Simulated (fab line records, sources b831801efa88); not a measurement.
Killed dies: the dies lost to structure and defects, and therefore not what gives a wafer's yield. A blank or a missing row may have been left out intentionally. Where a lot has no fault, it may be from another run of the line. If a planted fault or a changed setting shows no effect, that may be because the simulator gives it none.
fab line records :: flow sky130
record:
  lots: 13
  wafers: 38
  lastDay: 49
route steps=708 shown VT_ADJUST_HVTP@96 VT_ADJUST_NCORE@123 POLY_GATE@218 LDD_P@263 PAD_OPEN@708
lots with no fault: from the same line, run without faults
startH: the number of hours between the record's first day and the start of the first shown wafer of the lot :: waitH: time in hours since the lot's previous step :: " repeats the value in the row above :: L1.1+2: a single row standing in for several wafers :: - either no value or no given start :: * or withheld: withheld :: < > ~ a bound
route shown NAME@n: names a module that has steps shown in the file, with the first one's number in the route :: usual: mean and standard deviation over wafers with no fault :: same: alike in all rows :: chamber/n: place in a boat :: sites: the reading at each site :: _std_site: their standard deviation :: _edge_site: inner sites' mean taken away from outer sites' mean :: radiusMm: for every site, how far away it sits from the centre of the wafer :: mask NAME#n: copy n :: behind: tool/chamber where the wafer was last shaped :: hold: reason for holding the lot/hours on hold/outcome of the hold :: device: names the non-switching transistor (n, p or np) :: end of line: tests of these same wafers at the route's end :: for a step that has no rows: nothing shown but its recipe :: killed: count of dies lost to structure and defects at first sort (not the wafer's yield) :: map: the dies of a wafer, with x for killed, . for not killed, _ for no die there
set.NAME: the setting as run; set.NAME@STEP: as run at that earlier step :: model.NAME: the simulator's own value behind a step, which no gauge read
route steps across a sampled set of lots; one table per step, one row per wafer
services: from which hour (startH, from the record's first day; less than 0 if before it) a tool's chamber was out of use, for how many hours, and why
== steps ==
step: SKY_VT_ADJUST_HVTP_TW_MEAS_11
usual:
  VT_ADJUST_HVTP_TW: 1361/6.3
lot.wafer: L979.1
tool: filmMetro-02
chamber: -
startH: 122.68
waitH: 0.1
VT_ADJUST_HVTP_TW: 1364

lot.wafer: L979.4
tool: filmMetro-02
chamber: -
startH: 122.68
waitH: 0.1
VT_ADJUST_HVTP_TW: 1362

lot.wafer: L979.5
tool: filmMetro-02
chamber: -
startH: 122.68
waitH: 0.1
VT_ADJUST_HVTP_TW: 1356

lot.wafer: L981.4
tool: filmMetro-04
chamber: -
startH: 132.53
waitH: 0.1
VT_ADJUST_HVTP_TW: 1366

lot.wafer: L981.5
tool: filmMetro-04
chamber: -
startH: 132.53
waitH: 0.1
VT_ADJUST_HVTP_TW: 1369

lot.wafer: L981.6
tool: filmMetro-04
chamber: -
startH: 132.53
waitH: 0.1
VT_ADJUST_HVTP_TW: 1369

lot.wafer: L982.4
tool: filmMetro-01
chamber: -
startH: 135.94
waitH: 0.1
VT_ADJUST_HVTP_TW: 1371

lot.wafer: L982.5
tool: filmMetro-01
chamber: -
startH: 135.94
waitH: 0.1
VT_ADJUST_HVTP_TW: 1380

lot.wafer: L982.6
tool: filmMetro-01
chamber: -
startH: 135.94
waitH: 0.1
VT_ADJUST_HVTP_TW: 1362

lot.wafer: L983.3
tool: filmMetro-04
chamber: -
startH: 144.90
waitH: 0.1
VT_ADJUST_HVTP_TW: 1359

lot.wafer: L983.5
tool: filmMetro-04
chamber: -
startH: 144.90
waitH: 0.1
VT_ADJUST_HVTP_TW: 1359

lot.wafer: L983.6
tool: filmMetro-04
chamber: -
startH: 144.90
waitH: 0.1
VT_ADJUST_HVTP_TW: 1363

lot.wafer: L984.1
tool: filmMetro-02
chamber: -
startH: 153.24
waitH: 0.1
VT_ADJUST_HVTP_TW: 1356

lot.wafer: L984.2
tool: filmMetro-02
chamber: -
startH: 153.24
waitH: 0.1
VT_ADJUST_HVTP_TW: 1351

lot.wafer: L984.5
tool: filmMetro-02
chamber: -
startH: 153.24
waitH: 0.1
VT_ADJUST_HVTP_TW: 1346

lot.wafer: L985.3
tool: filmMetro-04
chamber: -
startH: 159.18
waitH: 0.1
VT_ADJUST_HVTP_TW: 1364

lot.wafer: L985.4
tool: filmMetro-04
chamber: -
startH: 159.18
waitH: 0.1
VT_ADJUST_HVTP_TW: 1358

lot.wafer: L985.5
tool: filmMetro-04
chamber: -
startH: 159.18
waitH: 0.1
VT_ADJUST_HVTP_TW: 1365

lot.wafer: L986.1
tool: filmMetro-02
chamber: -
startH: 168.19
waitH: 0.1
VT_ADJUST_HVTP_TW: 1356

lot.wafer: L986.5
tool: filmMetro-02
chamber: -
startH: 168.19
waitH: 0.1
VT_ADJUST_HVTP_TW: 1361

lot.wafer: L986.6
tool: filmMetro-02
chamber: -
startH: 168.19
waitH: 0.1
VT_ADJUST_HVTP_TW: 1358

lot.wafer: L989.1
tool: filmMetro-04
chamber: -
startH: 181.71
waitH: 0.1
VT_ADJUST_HVTP_TW: 1366

lot.wafer: L989.4
tool: filmMetro-04
chamber: -
startH: 181.71
waitH: 0.1
VT_ADJUST_HVTP_TW: 1362

lot.wafer: L989.6
tool: filmMetro-04
chamber: -
startH: 181.71
waitH: 0.1
VT_ADJUST_HVTP_TW: 1367

lot.wafer: L991.2
tool: filmMetro-04
chamber: -
startH: 199.72
waitH: 0.1
VT_ADJUST_HVTP_TW: 1371

lot.wafer: L991.3
tool: filmMetro-04
chamber: -
startH: 199.72
waitH: 0.1
VT_ADJUST_HVTP_TW: 1366

lot.wafer: L991.5
tool: filmMetro-04
chamber: -
startH: 199.72
waitH: 0.1
VT_ADJUST_HVTP_TW: 1364

lot.wafer: L992.4
tool: filmMetro-02
chamber: -
startH: 203.31
waitH: 0.1
VT_ADJUST_HVTP_TW: 1362

lot.wafer: L992.5
tool: filmMetro-02
chamber: -
startH: 203.31
waitH: 0.1
VT_ADJUST_HVTP_TW: 1355

lot.wafer: L992.6
tool: filmMetro-02
chamber: -
startH: 203.31
waitH: 0.1
VT_ADJUST_HVTP_TW: 1354

lot.wafer: L993.2
tool: filmMetro-01
chamber: -
startH: 213.00
waitH: 0.1
VT_ADJUST_HVTP_TW: 1362

lot.wafer: L993.4
tool: filmMetro-01
chamber: -
startH: 213.00
waitH: 0.1
VT_ADJUST_HVTP_TW: 1363

lot.wafer: L994.2
tool: filmMetro-04
chamber: -
startH: 220.89
waitH: 0.1
VT_ADJUST_HVTP_TW: 1370

lot.wafer: L994.3
tool: filmMetro-04
chamber: -
startH: 220.89
waitH: 0.1
VT_ADJUST_HVTP_TW: 1369

lot.wafer: L994.5
tool: filmMetro-04
chamber: -
startH: 220.89
waitH: 0.1
VT_ADJUST_HVTP_TW: 1361

lot.wafer: L995.1
tool: filmMetro-04
chamber: -
startH: 225.64
waitH: 0.1
VT_ADJUST_HVTP_TW: 1371

lot.wafer: L995.2
tool: filmMetro-04
chamber: -
startH: 225.64
waitH: 0.1
VT_ADJUST_HVTP_TW: 1372

lot.wafer: L995.5
tool: filmMetro-04
chamber: -
startH: 225.64
waitH: 0.1
VT_ADJUST_HVTP_TW: 1366
step: SKY_VT_ADJUST_NCORE_EXPOSE_04
recipe:
  maskId: LVTN_COMPLEMENT_THIN
  na: 0.6
  sourceShape: conventional
  sigmaOuter: 0.6
  polarization: unpolarized
  targetCdNm: 380
  doseMj: 139
lot.wafer: L979.1+4+5
tool: ilineStepper-02
chamber: 0
startH: 171.90
waitH: -
mask: LVTN_COMPLEMENT_THIN#0

lot.wafer: L981.4+5+6
tool: ilineStepper-02
chamber: 0
startH: 182.87
waitH: -
mask: LVTN_COMPLEMENT_THIN#0

lot.wafer: L982.4+5+6
tool: ilineStepper-02
chamber: 0
startH: 186.27
waitH: -
mask: LVTN_COMPLEMENT_THIN#0

lot.wafer: L983.3+5+6
tool: ilineStepper-01
chamber: 0
startH: 196.54
waitH: -
mask: LVTN_COMPLEMENT_THIN#0

lot.wafer: L984.1+2+5
tool: ilineStepper-02
chamber: 0
startH: 205.80
waitH: -
mask: LVTN_COMPLEMENT_THIN#0

lot.wafer: L985.3+4+5
tool: ilineStepper-01
chamber: 0
startH: 213.07
waitH: -
mask: LVTN_COMPLEMENT_THIN#0

lot.wafer: L986.1+5+6
tool: ilineStepper-01
chamber: 0
startH: 222.43
waitH: -
mask: LVTN_COMPLEMENT_THIN#0

lot.wafer: L989.1+4+6
tool: ilineStepper-02
chamber: 0
startH: 236.62
waitH: -
mask: LVTN_COMPLEMENT_THIN#0

lot.wafer: L991.2+3+5
tool: ilineStepper-02
chamber: 0
startH: 256.95
waitH: -
mask: LVTN_COMPLEMENT_THIN#0

lot.wafer: L992.4+5+6
tool: ilineStepper-01
chamber: 0
startH: 262.17
waitH: -
mask: LVTN_COMPLEMENT_THIN#0

lot.wafer: L993.2+4
tool: ilineStepper-01
chamber: 0
startH: 270.64
waitH: -
mask: LVTN_COMPLEMENT_THIN#0

lot.wafer: L994.2+3+5
tool: ilineStepper-01
chamber: 0
startH: 279.09
waitH: -
mask: LVTN_COMPLEMENT_THIN#0

lot.wafer: L995.1+2+5
tool: ilineStepper-01
chamber: 0
startH: 285.26
waitH: -
mask: LVTN_COMPLEMENT_THIN#0
step: SKY_VT_ADJUST_NCORE_CD_MEAS_07
recipe:
  targetCdNm: 380
usual:
  cdNm: 380.3/2.6
lot.wafer: L979.1
tool: cdSem-02
chamber: -
startH: 182.02
waitH: 0.1
hold: -
cdNm: 380.7

lot.wafer: L979.4
tool: cdSem-02
chamber: -
startH: 182.02
waitH: 0.1
hold: -
cdNm: 381.0

lot.wafer: L979.5
tool: cdSem-02
chamber: -
startH: 182.02
waitH: 0.1
hold: -
cdNm: 379.8

lot.wafer: L981.4
tool: cdSem-02
chamber: -
startH: 193.17
waitH: 0.1
hold: -
cdNm: 375.9

lot.wafer: L981.5
tool: cdSem-02
chamber: -
startH: 193.17
waitH: 0.1
hold: -
cdNm: 377.7

lot.wafer: L981.6
tool: cdSem-02
chamber: -
startH: 193.17
waitH: 0.1
hold: -
cdNm: 375.0

lot.wafer: L982.4
tool: cdSem-01
chamber: -
startH: 196.73
waitH: 0.1
hold: -
cdNm: 378.6

lot.wafer: L982.5
tool: cdSem-01
chamber: -
startH: 196.73
waitH: 0.1
hold: -
cdNm: 379.1

lot.wafer: L982.6
tool: cdSem-01
chamber: -
startH: 196.73
waitH: 0.1
hold: -
cdNm: 378.4

lot.wafer: L983.3
tool: cdSem-01
chamber: -
startH: 207.37
waitH: 0.1
hold: -
cdNm: 377.8

lot.wafer: L983.5
tool: cdSem-01
chamber: -
startH: 207.37
waitH: 0.1
hold: -
cdNm: 377.5

lot.wafer: L983.6
tool: cdSem-01
chamber: -
startH: 207.37
waitH: 0.1
hold: -
cdNm: 378.1

lot.wafer: L984.1
tool: cdSem-01
chamber: -
startH: 216.72
waitH: 0.1
hold: -
cdNm: 380.5

lot.wafer: L984.2
tool: cdSem-01
chamber: -
startH: 216.72
waitH: 0.1
hold: -
cdNm: 379.2

lot.wafer: L984.5
tool: cdSem-01
chamber: -
startH: 216.72
waitH: 0.1
hold: -
cdNm: 381.8

lot.wafer: L985.3
tool: cdSem-02
chamber: -
startH: 223.72
waitH: 0.1
hold: -
cdNm: 380.1

lot.wafer: L985.4
tool: cdSem-02
chamber: -
startH: 223.72
waitH: 0.1
hold: -
cdNm: 380.4

lot.wafer: L985.5
tool: cdSem-02
chamber: -
startH: 223.72
waitH: 0.1
hold: -
cdNm: 378.5

lot.wafer: L986.1
tool: cdSem-01
chamber: -
startH: 233.42
waitH: 0.1
hold: -
cdNm: 377.0

lot.wafer: L986.5
tool: cdSem-01
chamber: -
startH: 233.42
waitH: 0.1
hold: -
cdNm: 377.0

lot.wafer: L986.6
tool: cdSem-01
chamber: -
startH: 233.42
waitH: 0.1
hold: -
cdNm: 377.0

lot.wafer: L989.1
tool: cdSem-02
chamber: -
startH: 248.11
waitH: 0.1
hold: -
cdNm: 374.1

lot.wafer: L989.4
tool: cdSem-02
chamber: -
startH: 248.11
waitH: 0.1
hold: -
cdNm: 373.0

lot.wafer: L989.6
tool: cdSem-02
chamber: -
startH: 248.11
waitH: 0.1
hold: -
cdNm: 372.9

lot.wafer: L991.2
tool: cdSem-01
chamber: -
startH: 268.55
waitH: 0.2
hold: -
cdNm: 379.9

lot.wafer: L991.3
tool: cdSem-01
chamber: -
startH: 268.55
waitH: 0.2
hold: -
cdNm: 381.6

lot.wafer: L991.5
tool: cdSem-01
chamber: -
startH: 268.55
waitH: 0.2
hold: -
cdNm: 382.8

lot.wafer: L992.4
tool: cdSem-02
chamber: -
startH: 274.12
waitH: 0.1
hold: -
cdNm: 382.8

lot.wafer: L992.5
tool: cdSem-02
chamber: -
startH: 274.12
waitH: 0.1
hold: -
cdNm: 380.7

lot.wafer: L992.6
tool: cdSem-02
chamber: -
startH: 274.12
waitH: 0.1
hold: -
cdNm: 382.4

lot.wafer: L993.2
tool: cdSem-02
chamber: -
startH: 282.19
waitH: 0.1
hold: awaitDispo/0.2h/release
cdNm: 349.6

lot.wafer: L993.4
tool: cdSem-02
chamber: -
startH: 282.19
waitH: 0.1
hold: awaitDispo/0.2h/release
cdNm: 379.4

lot.wafer: L993.2
tool: cdSem-02
chamber: -
startH: 282.48
waitH: 0.3
hold: -
cdNm: 349.5

lot.wafer: L993.4
tool: cdSem-02
chamber: -
startH: 282.48
waitH: 0.3
hold: -
cdNm: 378.9

lot.wafer: L994.2
tool: cdSem-02
chamber: -
startH: 290.79
waitH: 0.1
hold: awaitDispo/0.2h/release
cdNm: 350.6

lot.wafer: L994.3
tool: cdSem-02
chamber: -
startH: 290.79
waitH: 0.1
hold: awaitDispo/0.2h/release
cdNm: 380.0

lot.wafer: L994.5
tool: cdSem-02
chamber: -
startH: 290.79
waitH: 0.1
hold: awaitDispo/0.2h/release
cdNm: 379.5

lot.wafer: L994.2
tool: cdSem-02
chamber: -
startH: 291.08
waitH: 0.3
hold: -
cdNm: 351.3

lot.wafer: L994.3
tool: cdSem-02
chamber: -
startH: 291.08
waitH: 0.3
hold: -
cdNm: 379.6

lot.wafer: L994.5
tool: cdSem-02
chamber: -
startH: 291.08
waitH: 0.3
hold: -
cdNm: 379.2

lot.wafer: L995.1
tool: cdSem-02
chamber: -
startH: 298.12
waitH: 0.1
hold: awaitDispo/0.2h/release
cdNm: 351.6

lot.wafer: L995.2
tool: cdSem-02
chamber: -
startH: 298.12
waitH: 0.1
hold: awaitDispo/0.2h/release
cdNm: 351.4

lot.wafer: L995.5
tool: cdSem-02
chamber: -
startH: 298.12
waitH: 0.1
hold: awaitDispo/0.2h/release
cdNm: 380.8

lot.wafer: L995.1
tool: cdSem-02
chamber: -
startH: 298.41
waitH: 0.3
hold: -
cdNm: 351.2

lot.wafer: L995.2
tool: cdSem-02
chamber: -
startH: 298.41
waitH: 0.3
hold: -
cdNm: 351.1

lot.wafer: L995.5
tool: cdSem-02
chamber: -
startH: 298.41
waitH: 0.3
hold: -
cdNm: 380.3
step: SKY_POLY_GATE_THK_MEAS_04
recipe:
  reads: Si3N4_of_POLY_GATE_CVD_03
usual:
  POLY_GATE_CVD_03_THK: 74.7/0.64
lot.wafer: L979.1
tool: filmMetro-01
chamber: -
startH: 335.76
waitH: 0.0
POLY_GATE_CVD_03_THK[nm]: 74.6

lot.wafer: L979.4
tool: filmMetro-01
chamber: -
startH: 335.76
waitH: 0.0
POLY_GATE_CVD_03_THK[nm]: 74.3

lot.wafer: L979.5
tool: filmMetro-01
chamber: -
startH: 335.76
waitH: 0.0
POLY_GATE_CVD_03_THK[nm]: 74.6

lot.wafer: L981.4
tool: filmMetro-02
chamber: -
startH: 351.86
waitH: 0.0
POLY_GATE_CVD_03_THK[nm]: 75.4

lot.wafer: L981.5
tool: filmMetro-02
chamber: -
startH: 351.86
waitH: 0.0
POLY_GATE_CVD_03_THK[nm]: 75.8

lot.wafer: L981.6
tool: filmMetro-02
chamber: -
startH: 351.86
waitH: 0.0
POLY_GATE_CVD_03_THK[nm]: 75.5

lot.wafer: L982.4
tool: filmMetro-04
chamber: -
startH: 357.57
waitH: 0.0
POLY_GATE_CVD_03_THK[nm]: 74.4

lot.wafer: L982.5
tool: filmMetro-04
chamber: -
startH: 357.57
waitH: 0.0
POLY_GATE_CVD_03_THK[nm]: 75.4

lot.wafer: L982.6
tool: filmMetro-04
chamber: -
startH: 357.57
waitH: 0.0
POLY_GATE_CVD_03_THK[nm]: 74.8

lot.wafer: L983.3
tool: filmMetro-01
chamber: -
startH: 370.28
waitH: 0.0
POLY_GATE_CVD_03_THK[nm]: 74.2

lot.wafer: L983.5
tool: filmMetro-01
chamber: -
startH: 370.28
waitH: 0.0
POLY_GATE_CVD_03_THK[nm]: 74.1

lot.wafer: L983.6
tool: filmMetro-01
chamber: -
startH: 370.28
waitH: 0.0
POLY_GATE_CVD_03_THK[nm]: 74.3

lot.wafer: L984.1
tool: filmMetro-02
chamber: -
startH: 382.65
waitH: 0.0
POLY_GATE_CVD_03_THK[nm]: 74.2

lot.wafer: L984.2
tool: filmMetro-02
chamber: -
startH: 382.65
waitH: 0.0
POLY_GATE_CVD_03_THK[nm]: 74.9

lot.wafer: L984.5
tool: filmMetro-02
chamber: -
startH: 382.65
waitH: 0.0
POLY_GATE_CVD_03_THK[nm]: 74.8

lot.wafer: L986.1
tool: filmMetro-01
chamber: -
startH: 414.26
waitH: 0.0
POLY_GATE_CVD_03_THK[nm]: 75.8

lot.wafer: L986.5
tool: filmMetro-01
chamber: -
startH: 414.26
waitH: 0.0
POLY_GATE_CVD_03_THK[nm]: 75.2

lot.wafer: L986.6
tool: filmMetro-01
chamber: -
startH: 414.26
waitH: 0.0
POLY_GATE_CVD_03_THK[nm]: 75.8

lot.wafer: L985.3
tool: filmMetro-04
chamber: -
startH: 414.28
waitH: 0.0
POLY_GATE_CVD_03_THK[nm]: 74.4

lot.wafer: L985.4
tool: filmMetro-04
chamber: -
startH: 414.28
waitH: 0.0
POLY_GATE_CVD_03_THK[nm]: 74.0

lot.wafer: L985.5
tool: filmMetro-04
chamber: -
startH: 414.28
waitH: 0.0
POLY_GATE_CVD_03_THK[nm]: 74.2

lot.wafer: L989.1
tool: filmMetro-01
chamber: -
startH: 426.66
waitH: 0.0
POLY_GATE_CVD_03_THK[nm]: 74.7

lot.wafer: L989.4
tool: filmMetro-01
chamber: -
startH: 426.66
waitH: 0.0
POLY_GATE_CVD_03_THK[nm]: 74.8

lot.wafer: L989.6
tool: filmMetro-01
chamber: -
startH: 426.66
waitH: 0.0
POLY_GATE_CVD_03_THK[nm]: 74.2

lot.wafer: L991.2
tool: filmMetro-02
chamber: -
startH: 449.57
waitH: 0.0
POLY_GATE_CVD_03_THK[nm]: 74.5

lot.wafer: L991.3
tool: filmMetro-02
chamber: -
startH: 449.57
waitH: 0.0
POLY_GATE_CVD_03_THK[nm]: 75.5

lot.wafer: L991.5
tool: filmMetro-02
chamber: -
startH: 449.57
waitH: 0.0
POLY_GATE_CVD_03_THK[nm]: 74.7

lot.wafer: L992.4
tool: filmMetro-01
chamber: -
startH: 453.09
waitH: 0.0
POLY_GATE_CVD_03_THK[nm]: 74.6

lot.wafer: L992.5
tool: filmMetro-01
chamber: -
startH: 453.09
waitH: 0.0
POLY_GATE_CVD_03_THK[nm]: 75.2

lot.wafer: L992.6
tool: filmMetro-01
chamber: -
startH: 453.09
waitH: 0.0
POLY_GATE_CVD_03_THK[nm]: 75.4

lot.wafer: L993.2
tool: filmMetro-01
chamber: -
startH: 468.61
waitH: 0.0
POLY_GATE_CVD_03_THK[nm]: 75.1

lot.wafer: L993.4
tool: filmMetro-01
chamber: -
startH: 468.61
waitH: 0.0
POLY_GATE_CVD_03_THK[nm]: 75.8

lot.wafer: L994.2
tool: filmMetro-02
chamber: -
startH: 475.98
waitH: 0.0
POLY_GATE_CVD_03_THK[nm]: 74.7

lot.wafer: L994.3
tool: filmMetro-02
chamber: -
startH: 475.98
waitH: 0.0
POLY_GATE_CVD_03_THK[nm]: 74.6

lot.wafer: L994.5
tool: filmMetro-02
chamber: -
startH: 475.98
waitH: 0.0
POLY_GATE_CVD_03_THK[nm]: 75.0

lot.wafer: L995.1
tool: filmMetro-04
chamber: -
startH: 481.77
waitH: 0.0
POLY_GATE_CVD_03_THK[nm]: 75.5

lot.wafer: L995.2
tool: filmMetro-04
chamber: -
startH: 481.77
waitH: 0.0
POLY_GATE_CVD_03_THK[nm]: 75.0

lot.wafer: L995.5
tool: filmMetro-04
chamber: -
startH: 481.77
waitH: 0.0
POLY_GATE_CVD_03_THK[nm]: 74.2
step: SKY_LDD_P_OVL_MEAS_08
usual:
  LDD_P_OVL: -0.9/1.3
lot.wafer: L979.1
tool: overlay-02
chamber: -
startH: 422.78
waitH: 0.1
LDD_P_OVL[nm]: 1.6

lot.wafer: L979.4
tool: overlay-02
chamber: -
startH: 422.78
waitH: 0.1
LDD_P_OVL[nm]: 0.1

lot.wafer: L979.5
tool: overlay-02
chamber: -
startH: 422.78
waitH: 0.1
LDD_P_OVL[nm]: -0.1

lot.wafer: L981.4
tool: overlay-02
chamber: -
startH: 441.99
waitH: 0.1
LDD_P_OVL[nm]: 0.6

lot.wafer: L981.5
tool: overlay-02
chamber: -
startH: 441.99
waitH: 0.1
LDD_P_OVL[nm]: 0.3

lot.wafer: L981.6
tool: overlay-02
chamber: -
startH: 441.99
waitH: 0.1
LDD_P_OVL[nm]: 0.3

lot.wafer: L982.4
tool: overlay-01
chamber: -
startH: 450.12
waitH: 0.1
LDD_P_OVL[nm]: 0.5

lot.wafer: L982.5
tool: overlay-01
chamber: -
startH: 450.12
waitH: 0.1
LDD_P_OVL[nm]: 0.7

lot.wafer: L982.6
tool: overlay-01
chamber: -
startH: 450.12
waitH: 0.1
LDD_P_OVL[nm]: 0.3

lot.wafer: L983.3
tool: overlay-02
chamber: -
startH: 464.16
waitH: 0.1
LDD_P_OVL[nm]: -2.4

lot.wafer: L983.5
tool: overlay-02
chamber: -
startH: 464.16
waitH: 0.1
LDD_P_OVL[nm]: -1.1

lot.wafer: L983.6
tool: overlay-02
chamber: -
startH: 464.16
waitH: 0.1
LDD_P_OVL[nm]: -0.2

lot.wafer: L984.1
tool: overlay-01
chamber: -
startH: 476.70
waitH: 0.1
LDD_P_OVL[nm]: -1.0

lot.wafer: L984.2
tool: overlay-01
chamber: -
startH: 476.70
waitH: 0.1
LDD_P_OVL[nm]: -2.0

lot.wafer: L984.5
tool: overlay-01
chamber: -
startH: 476.70
waitH: 0.1
LDD_P_OVL[nm]: -2.9

lot.wafer: L985.3
tool: overlay-01
chamber: -
startH: 508.72
waitH: 0.1
LDD_P_OVL[nm]: -3.1

lot.wafer: L985.4
tool: overlay-01
chamber: -
startH: 508.72
waitH: 0.1
LDD_P_OVL[nm]: -2.1

lot.wafer: L985.5
tool: overlay-01
chamber: -
startH: 508.72
waitH: 0.1
LDD_P_OVL[nm]: 0.3

lot.wafer: L986.1
tool: overlay-02
chamber: -
startH: 513.07
waitH: 0.1
LDD_P_OVL[nm]: 1.4

lot.wafer: L986.5
tool: overlay-02
chamber: -
startH: 513.07
waitH: 0.1
LDD_P_OVL[nm]: -0.5

lot.wafer: L986.6
tool: overlay-02
chamber: -
startH: 513.07
waitH: 0.1
LDD_P_OVL[nm]: 0.0

lot.wafer: L989.1
tool: overlay-01
chamber: -
startH: 526.91
waitH: 0.1
LDD_P_OVL[nm]: -1.1

lot.wafer: L989.4
tool: overlay-01
chamber: -
startH: 526.91
waitH: 0.1
LDD_P_OVL[nm]: -1.5

lot.wafer: L989.6
tool: overlay-01
chamber: -
startH: 526.91
waitH: 0.1
LDD_P_OVL[nm]: -1.5

lot.wafer: L991.2
tool: overlay-02
chamber: -
startH: 545.96
waitH: 0.1
LDD_P_OVL[nm]: -0.8

lot.wafer: L991.3
tool: overlay-02
chamber: -
startH: 545.96
waitH: 0.1
LDD_P_OVL[nm]: 0.4

lot.wafer: L991.5
tool: overlay-02
chamber: -
startH: 545.96
waitH: 0.1
LDD_P_OVL[nm]: -2.1

lot.wafer: L992.4
tool: overlay-01
chamber: -
startH: 546.94
waitH: 0.1
LDD_P_OVL[nm]: -0.2

lot.wafer: L992.5
tool: overlay-01
chamber: -
startH: 546.94
waitH: 0.1
LDD_P_OVL[nm]: -0.9

lot.wafer: L992.6
tool: overlay-01
chamber: -
startH: 546.94
waitH: 0.1
LDD_P_OVL[nm]: -2.8

lot.wafer: L993.2
tool: overlay-02
chamber: -
startH: 562.16
waitH: 0.1
LDD_P_OVL[nm]: -0.8

lot.wafer: L993.4
tool: overlay-02
chamber: -
startH: 562.16
waitH: 0.1
LDD_P_OVL[nm]: -1.1

lot.wafer: L994.2
tool: overlay-02
chamber: -
startH: 569.41
waitH: 0.1
LDD_P_OVL[nm]: 1.7

lot.wafer: L994.3
tool: overlay-02
chamber: -
startH: 569.41
waitH: 0.1
LDD_P_OVL[nm]: -0.8

lot.wafer: L994.5
tool: overlay-02
chamber: -
startH: 569.41
waitH: 0.1
LDD_P_OVL[nm]: 0.7

lot.wafer: L995.1
tool: overlay-02
chamber: -
startH: 574.55
waitH: 0.1
LDD_P_OVL[nm]: -1.1

lot.wafer: L995.2
tool: overlay-02
chamber: -
startH: 574.55
waitH: 0.1
LDD_P_OVL[nm]: 0.3

lot.wafer: L995.5
tool: overlay-02
chamber: -
startH: 574.55
waitH: 0.1
LDD_P_OVL[nm]: 1.3
step: SKY_PAD_OPEN_PROBE_99
usual:
  killed_at_M0_to_M3: 45/6.9
  killed_at_M4_up: 3.0/1.7
  killedAtContacts: 25/5.6
  killedAtFrontEnd: 15/4.2
  killedAtOther: 0.3/0.55
  killedDies: 89/9.6
  killedOpen: 49/7.2
  killedShort: 39/6.5
same:
  grossDies: 492
  killedAtBackSide: 0
lot.wafer: L993.2
tool: prober-01
chamber: -
startH: 1158.74
waitH: 0.1
killed_at_M0_to_M3: 43
killed_at_M4_up: 2
killedAtContacts: 33
killedAtFrontEnd: 25
killedAtOther: 0
killedDies: 103
killedOpen: 70
killedShort: 32

lot.wafer: L994.2
tool: prober-02
chamber: -
startH: 1164.21
waitH: 0.1
killed_at_M0_to_M3: 49
killed_at_M4_up: 3
killedAtContacts: 25
killedAtFrontEnd: 12
killedAtOther: 0
killedDies: 89
killedOpen: 49
killedShort: 39

lot.wafer: L994.3
tool: prober-02
chamber: -
startH: 1164.26
waitH: 0.2
killed_at_M0_to_M3: 49
killed_at_M4_up: 3
killedAtContacts: 20
killedAtFrontEnd: 24
killedAtOther: 1
killedDies: 97
killedOpen: 53
killedShort: 44

lot.wafer: L994.5
tool: prober-02
chamber: -
startH: 1164.36
waitH: 0.2
killed_at_M0_to_M3: 42
killed_at_M4_up: 0
killedAtContacts: 17
killedAtFrontEnd: 19
killedAtOther: 0
killedDies: 78
killedOpen: 36
killedShort: 42
killed by level:class
L993.2 CONTACT:geometricParticle:open=17 VIA1:geometricParticle:open=12 LI_CONTACT:geometricParticle:open=9 POLY_GATE:geometricParticle:open=8 VIA3:geometricParticle:open=7 POLY_GATE:geometricParticle:short=5 CONTACT:geometricParticle:short=5 FIELD_ISO:geometricParticle:open=4
L994.2 VIA1:geometricParticle:open=15 METAL2:geometricParticle:short=10 LI_CONTACT:geometricParticle:open=9 CONTACT:geometricParticle:open=7 VIA2:geometricParticle:open=7 VIA1:geometricParticle:short=5 CONTACT:geometricParticle:short=4 METAL1:geometricParticle:short=4
L994.3 VIA1:geometricParticle:open=13 FIELD_ISO:geometricParticle:short=11 VIA3:geometricParticle:open=8 CONTACT:geometricParticle:open=7 VIA2:geometricParticle:open=7 VIA2:geometricParticle:short=5 LOCAL_INTERCONNECT:geometricParticle:short=5 FIELD_ISO:geometricParticle:open=4
L994.5 VIA1:geometricParticle:open=9 VIA1:geometricParticle:short=9 CONTACT:geometricParticle:open=8 FIELD_ISO:geometricParticle:short=4 SONOS_ONO:geometricParticle:short=4 VIA3:geometricParticle:open=4 METAL2:geometricParticle:short=4 VIA3:geometricParticle:short=4
== services ==
tool: ilineStepper-01
chamber: -
startH: 149.11
hours: 2.1
kind: pm

tool: ilineStepper-01
chamber: -
startH: 151.19
hours: -
kind: consumableReplace:lamp

tool: ilineStepper-02
chamber: -
startH: 162.82
hours: 1.7
kind: pm

tool: ilineStepper-01
chamber: -
startH: 177.28
hours: 4.3
kind: pm

tool: ilineStepper-01
chamber: 0
startH: 193.22
hours: -
kind: calibration

tool: ilineStepper-01
chamber: -
startH: 214.56
hours: 4.7
kind: repair

tool: ilineStepper-02
chamber: 0
startH: 282.42
hours: -
kind: calibration
== key ==
firstSign:
  step: SKY_VT_ADJUST_NCORE_CD_MEAS_07
  reading: visit
  direction: added
effect:
  step: SKY_VT_ADJUST_NCORE_CD_MEAS_07
  reading: cdNm
  direction: down
  sigmas: 11
  usual: 380.3
  struck: 350.8
metAt SKY_VT_ADJUST_NCORE_EXPOSE_04
struckLots L993,L994,L995
struckWafers L993.2,L994.2,L995.1,L995.2
testerLeftOut L993,L994,L995
notActingAt SKY_VT_ADJUST_HVTP_TW_MEAS_11,SKY_POLY_GATE_THK_MEAS_04,SKY_LDD_P_OVL_MEAS_08
onsetBetween 262.17 270.64
fault:
  kind: processParameterDrift
  tool: ilineStepper-01
  chamber: -
  onsetH: 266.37
  steps: SKY_VT_ADJUST_NCORE_EXPOSE_04
  channel: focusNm
  offset: 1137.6
  shape: step
  endH: 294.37
  scope: struckWafersOnly
testerLeftOut: of these lots the tester's yield and bins aren't shown, on N5 and GAA mostly nor the transistor test; their killed dies are dies lost to structure and defects alone, not to doping, threshold or leakage, so they don't give the yield
